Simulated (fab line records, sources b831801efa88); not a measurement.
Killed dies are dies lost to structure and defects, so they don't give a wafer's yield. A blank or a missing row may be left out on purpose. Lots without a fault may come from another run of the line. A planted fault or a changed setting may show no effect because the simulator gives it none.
A struck lot beside a sound one | flow sky130 | 16 steps out of a route of 708
Sound: wafers L104.1, L104.2, L104.3. Struck: wafers L110.1, L110.3, L110.6. The cause comes at the end.
At each step with rows: each side's tool, then ch and its chambers, then its first start. Under that, the readings that differ: sound wafers | struck wafers | difference of the means | sigmas: that difference in standard deviations of wafers without a fault.
alike: readings whose means differ by less than 2 such deviations, and words and numbers that are the same on both sides. not compared: withheld readings, readings that some wafer has no value for, bounds like >300 that may hide the same value, and numbers for which the record gives no deviation and whose values overlap.
The two part at a step that has a row with sigmas, a row that says differs or no value, or rows on one side only. Numbers that don't overlap but have no deviation are shown without sigmas and don't part them. A reading that every wafer of one side lacks parts them only if that side has two wafers or more.

SKY_NWELL_RS_MEAS_29: measures by four-point-probe.
  sound on film_metro-04, day 7 06:34; struck on film_metro-04, day 8 14:49
  alike: NWELL_RS
SKY_NWELL_RS_MEAS_31: measures by four-point-probe.
  sound on film_metro-04, day 7 06:48; struck on film_metro-04, day 8 15:03
  alike: PWDE_RS
then, 7 steps without rows for these wafers: SKY_VT_ADJUST_HVTP_DEHYDRATE_00 (time 60 s); SKY_VT_ADJUST_HVTP_HMDS_01 (prime time 60 s); SKY_VT_ADJUST_HVTP_COAT_02 (resist thk 1140 nm); SKY_VT_ADJUST_HVTP_SOFTBAKE_03 (time 60 s); SKY_VT_ADJUST_HVTP_EXPOSE_04 (exposes mask HVTPM, target cd 380 nm); SKY_VT_ADJUST_HVTP_PEB_05; SKY_VT_ADJUST_HVTP_DEVELOP_06 (develop time 60 s).
SKY_VT_ADJUST_HVTP_CD_MEAS_07: target cd 380 nm.
  sound on cd_sem-01, day 8 02:41; struck on cd_sem-01, day 9 12:06
  alike: cd_nm
SKY_VT_ADJUST_HVTP_OVL_MEAS_08:
  sound on overlay-01, day 8 02:48; struck on overlay-01, day 9 12:13
  alike: VT_ADJUST_HVTP_OVL
SKY_VT_ADJUST_HVTP_IMPLANT_09:
  sound on implanter-03 ch 0, day 8 02:50; struck on implanter-03 ch 0, day 9 12:16
  reading            | sound                         | struck                        | difference | sigmas
  dose_ions_cm2      | 4.303e+12 4.304e+12 4.298e+12 | 1.543e+12 1.546e+12 1.539e+12 | -2.759e+12 | -99 or more
  faraday_current_uA | 23.6 24.2 24.2                | 8.7 8.7 8.5                   | -15.4      | -31
SKY_VT_ADJUST_HVTP_STRIP_10: strips in O2/N2.
  sound on plasma_asher-04 ch 0,1, day 8 02:59; struck on plasma_asher-03 ch 0,1, day 9 12:25
  alike: chamber_pressure_mTorr, drypump_motor_current_A, oes_product_au, strip_time_to_endpoint_s
  not compared: rf_hours_counter_h
SKY_VT_ADJUST_HVTP_TW_MEAS_11:
  sound on film_metro-03, day 8 03:05; struck on film_metro-03, day 9 12:31
  reading           | sound          | struck      | difference | sigmas
  VT_ADJUST_HVTP_TW | 1342 1350 1339 | 975 980 972 | -368       | -31
then, 1 step without rows for these wafers: SKY_VT_ADJUST_LVTN_DEHYDRATE_00 (time 60 s).
-- the record jumps here: 40 days lie between the struck wafers' starts before and after (it left off in module VT_ADJUST_LVTN and takes up again in module PAD_OPEN, whose first step shown is number 708 of the route) --
SKY_PAD_OPEN_PROBE_99:
  sound on prober-02, day 47 23:53; struck on prober-01, day 49 07:32
  reading            | sound    | struck   | difference | sigmas
  killed_at_contacts | 43 32 30 | 22 28 23 | -11        | -2
  alike: killed_at_M0_to_M3, killed_at_M4_up, killed_at_front_end, killed_at_other, killed_dies, killed_open, killed_short

WHERE THEY PART
First at SKY_VT_ADJUST_HVTP_IMPLANT_09; last, within this record, at SKY_PAD_OPEN_PROBE_99.

WHY: what the simulator had put in
Process parameter drift: implanter-03, from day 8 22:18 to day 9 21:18, at SKY_VT_ADJUST_HVTP_IMPLANT_09. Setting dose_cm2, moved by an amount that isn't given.
